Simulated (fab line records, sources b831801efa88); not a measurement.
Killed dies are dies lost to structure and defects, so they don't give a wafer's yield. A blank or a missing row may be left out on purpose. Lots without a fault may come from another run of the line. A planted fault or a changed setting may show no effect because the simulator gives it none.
Which tool did it? | flow gf180mcu | 12 lots, 36 wafers sampled, at 5 steps of a route of 602

WHAT THE GAUGES READ, wafer by wafer
GF_STI_THK_MEAS_24. Usual: STI_CVD_23_THK 648 nm, standard deviation 5.7.
lot  | measured    | on            | STI_CVD_23_THK (nm) | flag
L422 | day 2 03:19 | film_metro-01 | 647 652 644         |
L423 | day 2 08:52 | film_metro-03 | 643 648 651         |
L424 | day 2 16:47 | film_metro-01 | 642 634 642         |
L425 | day 2 19:03 | film_metro-01 | 650 647 655         |
L426 | day 3 00:22 | film_metro-03 | 642 650 643         |
L430 | day 3 20:37 | film_metro-03 | 649 648 589         | OFF
L431 | day 4 02:34 | film_metro-01 | 591 598 645         | OFF
L436 | day 5 03:46 | film_metro-02 | 647 647 652         |
L441 | day 6 06:41 | film_metro-02 | 654 647 653         |
L442 | day 6 12:00 | film_metro-02 | 651 645 644         |
L443 | day 6 16:00 | film_metro-03 | 644 655 638         |
L445 | day 7 05:38 | film_metro-01 | 656 652 655         |

GF_DUAL_GATE_OVL_MEAS_11. Usual: DUAL_GATE_OVL 0.7 nm, standard deviation 1.6.
lot  | measured     | on         | DUAL_GATE_OVL (nm) | flag
L422 | day 8 07:28  | overlay-02 | 1.4 0.7 1.4        |
L423 | day 8 15:17  | overlay-01 | 1.8 -1.0 1.6       |
L424 | day 9 02:52  | overlay-01 | 1.9 2.8 1.5        |
L425 | day 9 08:21  | overlay-02 | -1.6 -1.3 -1.1     |
L426 | day 9 13:01  | overlay-02 | -0.6 0.0 -0.3      |
L430 | day 10 14:58 | overlay-02 | 1.8 1.5 1.6        |
L431 | day 11 02:16 | overlay-02 | 2.5 -0.2 0.8       |
L436 | day 12 12:04 | overlay-02 | 2.6 2.4 3.1        |
L441 | day 14 03:12 | overlay-01 | 3.2 2.1 4.0        |
L442 | day 14 07:31 | overlay-01 | 1.5 2.1 0.7        |
L443 | day 14 12:04 | overlay-02 | 0.4 0.4 0.0        |
L445 | day 15 09:43 | overlay-02 | 2.2 2.7 2.7        |

GF_POLY_GATE_THK_MEAS_01. Usual: POLY_GATE_CVD_00_THK 200.2 nm, standard deviation 2.1.
lot  | measured     | on            | POLY_GATE_CVD_00_THK (nm) | flag
L422 | day 8 11:31  | film_metro-03 | 200.4 198.5 197.9         |
L423 | day 8 18:27  | film_metro-01 | 199.1 198.6 199.0         |
L424 | day 9 08:22  | film_metro-03 | 199.0 200.3 200.1         |
L425 | day 9 11:31  | film_metro-03 | 196.9 197.0 195.8         |
L426 | day 9 17:14  | film_metro-01 | 202.5 203.7 204.3         |
L430 | day 10 18:17 | film_metro-04 | 197.3 197.8 196.3         |
L431 | day 11 05:26 | film_metro-03 | 200.8 201.2 199.3         |
L436 | day 12 15:36 | film_metro-03 | 201.2 200.0 203.2         |
L441 | day 14 06:22 | film_metro-03 | 199.8 199.5 198.4         |
L442 | day 14 11:05 | film_metro-01 | 199.6 198.4 199.1         |
L443 | day 14 15:53 | film_metro-04 | 202.8 202.6 202.1         |
L445 | day 15 14:55 | film_metro-01 | 197.7 197.4 197.1         |

WHICH TOOL RAN EACH LOT (tool, then ch and the chambers of the sampled wafers, then the start)
lot  | GF_STI_CVD_23                   | GF_STI_CMP_25
L422 | hdpcvd-01 ch 1,2, day 2 03:14   | cmp-02 ch 0,2, day 2 03:25
L423 | hdpcvd-02 ch 0,1, day 2 08:46   | cmp-01 ch 0,1, day 2 08:55
L424 | hdpcvd-02 ch 0,1,2, day 2 16:42 | cmp-01 ch 0,2, day 2 16:50
L425 | hdpcvd-02 ch 0,1,2, day 2 18:59 | cmp-01 ch 1,2, day 2 19:05
L426 | hdpcvd-01 ch 0,2, day 3 00:17   | cmp-02 ch 0,1,2, day 3 00:31
L430 | hdpcvd-02 ch 0,1,2, day 3 20:31 | cmp-01 ch 1,2, day 3 20:43
L431 | hdpcvd-02 ch 0,1, day 4 02:29   | cmp-02 ch 1,2, day 4 02:40
L436 | hdpcvd-01 ch 0,1, day 5 03:41   | cmp-01 ch 0,1,2, day 5 03:52
L441 | hdpcvd-01 ch 0,1, day 6 06:36   | cmp-02 ch 0,2, day 6 06:44
L442 | hdpcvd-01 ch 0,1, day 6 11:56   | cmp-01 ch 0,1,3, day 6 12:07
L443 | hdpcvd-01 ch 0,1,2, day 6 15:55 | cmp-01 ch 1,2,3, day 6 16:17
L445 | hdpcvd-02 ch 1,2, day 7 05:33   | cmp-02 ch 1,3, day 7 05:47
- GF_STI_CVD_23: deposits SiO2, target thk 650 nm, time 108.3 s.
- GF_STI_CMP_25: polishes, stops on Si3N4, t overpolish 33 s, target thk 524.6 nm.

WHAT THE TOOLS THEMSELVES READ (means of the sampled wafers that have a number; where no wafer has one, the mark that the record gives instead)
GF_STI_CMP_25. Usual: edge_zone_pressure_frac 1.000, standard deviation 0.0048; motor_current_A 12.4 A, standard deviation 0.96; time_to_endpoint_s 126 s, standard deviation 4.3.
lot  | tool   | edge_zone_pressure_frac | motor_current_A (A) | time_to_endpoint_s (s) | flag
L422 | cmp-02 | 0.997                   | 13.4                | 122                    |
L423 | cmp-01 | 1.001                   | 12.0                | 128                    |
L424 | cmp-01 | 0.992                   | 12.4                | 126                    |
L425 | cmp-01 | 1.001                   | 12.0                | 128                    |
L426 | cmp-02 | 0.998                   | 12.3                | 121                    |
L430 | cmp-01 | 1.001                   | 12.1                | 121                    |
L431 | cmp-02 | 1.004                   | 12.0                | 119                    |
L436 | cmp-01 | 1.001                   | 11.9                | 123                    |
L441 | cmp-02 | 1.005                   | 12.7                | 129                    |
L442 | cmp-01 | 1.002                   | 12.4                | 127                    |
L443 | cmp-01 | 1.006                   | 12.6                | 132                    |
L445 | cmp-02 | 1.000                   | 11.8                | 133                    |

THE ANSWER, worked out from the rows above alone
Rule: a lot is off if the mean of its wafers that have a number lies more than 3 standard deviations from the usual mean. A lot without any number at a reading at which 4 lots or more have one is off too. The other lots that the step has rows for count as sound. The gauges are gone through in route order, then the tools' own readings, and for those a lot's mean is taken as printed above. The first step at which some lot is off is used, and at that step the reading that is off furthest; a lot without a number counts as furthest.
Off: L430, L431, at GF_STI_THK_MEAS_24 (STI_CVD_23_THK).
A tool fits if, at a process step before that reading, it ran every lot that is off, and no sound lot after the first of them. The gauges at GF_STI_THK_MEAS_24 are tried like those tools. None of those tried fits.

WHAT THE SIMULATOR HAD PUT IN
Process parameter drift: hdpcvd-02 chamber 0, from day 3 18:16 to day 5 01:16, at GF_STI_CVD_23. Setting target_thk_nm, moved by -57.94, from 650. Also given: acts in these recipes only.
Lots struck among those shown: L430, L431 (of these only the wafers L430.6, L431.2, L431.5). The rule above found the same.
